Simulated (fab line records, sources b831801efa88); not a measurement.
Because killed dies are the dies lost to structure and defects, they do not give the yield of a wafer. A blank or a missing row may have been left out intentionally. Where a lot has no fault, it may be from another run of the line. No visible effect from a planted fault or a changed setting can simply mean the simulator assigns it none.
Problem report in the 8D (eight disciplines) form, filled by code | flow sky130 | the parts of the form that need people (team, actions taken, sign-off) are left out

## 1. THE ISSUE
Mean VT_ADJUST_HVTP_OVL at SKY_VT_ADJUST_HVTP_OVL_MEAS_08: -121.0 nm over 9 wafers in 3 lots; fault-free wafers: 0.4 nm, standard deviation 1.4. That puts it -87 standard deviations away from the usual mean.
Seen first at day 9 15:04 on overlay-01, wafer L640.1. The record has a number at this step for 36 wafers belonging to 12 lots. By rule, "out" or "out of limits" means more than 4 standard deviations away from the usual mean. Any other wafer with a number is counted as sound.

## 2. WHAT IT IS; WHAT IT IS NOT
question                    | is                     | is not
which readings at this step | VT_ADJUST_HVTP_OVL     | -
which lots                  | L640, L642, L647       | L629, L630, L631, L632, L634, L635, L636, L637, L649
which wafers of those lots  | all that have a number | -
read on which gauges        | overlay-01, overlay-02 | -
when                        | from day 9 15:04       | up to then (24 sound wafers); but 3 sound wafers of L649 came after

## 3. SUSPECTS, AND WHAT RULES EACH OUT
Counting: a tool at any process step up to the reading remains a suspect when it ran all the lots that are out and ran no sound lot after the first of those.
- ruled out: the gauge at SKY_VT_ADJUST_HVTP_OVL_MEAS_08. Those wafers that are out were read across 2 gauges (overlay-01, overlay-02).
- ilineStepper-02 at SKY_VT_ADJUST_HVTP_EXPOSE_04 (exposes mask HVTPM, target cd 380 nm): kept. Every lot that is out went through it, starting with L640 (day 9 05:37), and after that it ran no sound lot; the last sound lot it ran before then is L637 (day 8 12:47).
After counting, what remains is ilineStepper-02 at SKY_VT_ADJUST_HVTP_EXPOSE_04.

## 4. THE CAUSE (what the simulator had put in)
Scanner matching overlay: ilineStepper-02, from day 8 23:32 on, at SKY_VT_ADJUST_HVTP_EXPOSE_04. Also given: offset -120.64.
Counting left only this tool.

## 5. THE CHAIN OF EFFECTS, in route order
One row per reading whose mean, taken over the struck wafers that have a number, lies over 3 standard deviations from the usual. Readings are gone through only where the record gives a usual standard deviation; hours: the median, over the lots, of the time from a lot's start at the first step in this table giving one to that lot's start at this step; sigmas: the change measured in usual standard deviations.
hours | step                           | reading            | usual  | on struck wafers | change | sigmas
0     | SKY_VT_ADJUST_HVTP_OVL_MEAS_08 | VT_ADJUST_HVTP_OVL | 0.4 nm | -121.0           | -121.4 | -87

## 6. WHAT WOULD HAVE CAUGHT IT SOONER
16 hours passed between the start of the fault at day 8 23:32 and the first reading out of limits at a measuring or inspecting step in this record, taken at day 9 15:04.
Among the 3 lots that are out, L642, L647 began SKY_VT_ADJUST_HVTP_EXPOSE_04 on ilineStepper-02 after day 9 15:04. A hold on the tool at that time would have spared those 2.
